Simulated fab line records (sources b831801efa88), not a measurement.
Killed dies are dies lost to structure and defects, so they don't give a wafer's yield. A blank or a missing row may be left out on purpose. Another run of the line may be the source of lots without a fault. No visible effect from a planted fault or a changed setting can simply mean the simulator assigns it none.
Code-filled problem report in 8D (eight disciplines) form + flow sky130 + the parts of the form that need people (team, actions taken, sign-off) are left out

1. THE ISSUE
Wafers with no fault read 150.5 nm with a standard deviation of 1.8, whereas cdNm at SKY_VIA1_CD_MEAS_12 reads a mean of 78.6 nm on 1 wafer of 1 lot. That puts it -40 standard deviations away from the usual mean.
The step: target cd 150 nm.
The first sign was on wafer L915.5 at day 39 14:27, on cdSem-02. Wafers with a number at this step in the record: 32, from 11 lots. The rule behind "out" and "out of limits": a value lying over 4 standard deviations away from the usual mean. All remaining wafers that have a number are taken as sound.

2. WHAT IT IS, AND WHAT IT ISN'T
| question                    | is                | is not                                                     |
|-----------------------------|-------------------|------------------------------------------------------------|
| which readings at this step | cdNm              | -                                                          |
| which lots                  | L915              | L897, L898, L899, L900, L901, L902, L904, L905, L909, L910 |
| which wafers of those lots  | L915.5            | L915.1                                                     |
| read on which gauges        | cdSem-02          | cdSem-01                                                   |
| when                        | from day 39 14:27 | up to then (31 sound wafers)                               |

3. THE SUSPECTS, EACH WITH WHAT RULES IT OUT
Counting: a tool at a process step up to the reading stays a suspect if it ran every lot that is out. Sound lots after the first of them don't rule it out here, since some wafers of a struck lot are sound.
- ruled out: the gauge at SKY_VIA1_CD_MEAS_12. All the wafers that are out were read on cdSem-02, but those of them that SKY_PAD_OPEN_PROBE_99 has rows for are out there too, on other tools.
- plasmaAsher-04 at SKY_SONOS_ONO_STRIP_17 (strips in O2/N2): kept. L915, the lot that is out, went through it at day 18 17:08; up to then, the latest sound lot through it was L910 at day 16 22:19.
- krfScanner-02 at SKY_VIA1_EXPOSE_09 (exposes mask VIM, target cd 150 nm): kept. L915, the lot that is out, went through it at day 39 02:19; up to then, the latest sound lot through it was L909 at day 37 04:46.
The count leaves krfScanner-02 at SKY_VIA1_EXPOSE_09 and plasmaAsher-04 at SKY_SONOS_ONO_STRIP_17.

4. THE CAUSE (what the simulator had put in)
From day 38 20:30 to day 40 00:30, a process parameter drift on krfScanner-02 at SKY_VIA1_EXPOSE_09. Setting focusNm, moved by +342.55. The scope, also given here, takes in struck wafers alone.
After counting, 2 suspects remain, this tool included.

5. THE CHAIN OF EFFECTS, in route order
Each row: a reading whose mean over the struck wafers that have a number lies more than 3 standard deviations from the usual. Only readings for which the record gives a usual standard deviation are gone through. hours: the time from each lot's start at the first step in this table that gives one to its start at this step, as a median over the lots. sigmas: the change in usual standard deviations.
| hours | step                  | reading             | usual    | on struck wafers | change | sigmas |
|-------|-----------------------|---------------------|----------|------------------|--------|--------|
| 0     | SKY_VIA1_CD_MEAS_12   | cdNm                | 150.5 nm | 78.6             | -71.9  | -40    |
| 251   | SKY_PAD_OPEN_PROBE_99 | defectLimitedYield  | 82.8 %   | 0.0              | -82.8  | -41    |
| 251   | SKY_PAD_OPEN_PROBE_99 | killed_at_M0_to_M3  | 42       | 453              | +411   | +56    |
| 251   | SKY_PAD_OPEN_PROBE_99 | killedDies          | 85       | 492              | +407   | +41    |
| 251   | SKY_PAD_OPEN_PROBE_99 | killedOnRim         | 17       | 96               | +79    | +20    |
| 251   | SKY_PAD_OPEN_PROBE_99 | sort_bin_5_function | 10.0 %   | 94.1             | +84.1  | +56    |
| 251   | SKY_PAD_OPEN_PROBE_99 | sortNPass           | 407      | 0                | -407   | -41    |
| 251   | SKY_PAD_OPEN_PROBE_99 | sortYieldPct        | 82.8 %   | 0.0              | -82.8  | -41    |
Its process steps:
- SKY_PAD_OPEN_PROBE_99

6. WHAT WOULD HAVE CAUGHT IT SOONER
18 hours passed between the start of the fault at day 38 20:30 and the first reading out of limits at a measuring or inspecting step in this record, taken at day 39 14:27.
No tool reading at SKY_VIA1_EXPOSE_09 that has a usual standard deviation in the record was out on any struck wafer, so an alarm limit of 4 standard deviations on those readings would not have fired.
Lots out: 1; all had begun SKY_VIA1_EXPOSE_09 on krfScanner-02 by day 39 14:27. A hold on the tool at that time would have spared none of them.
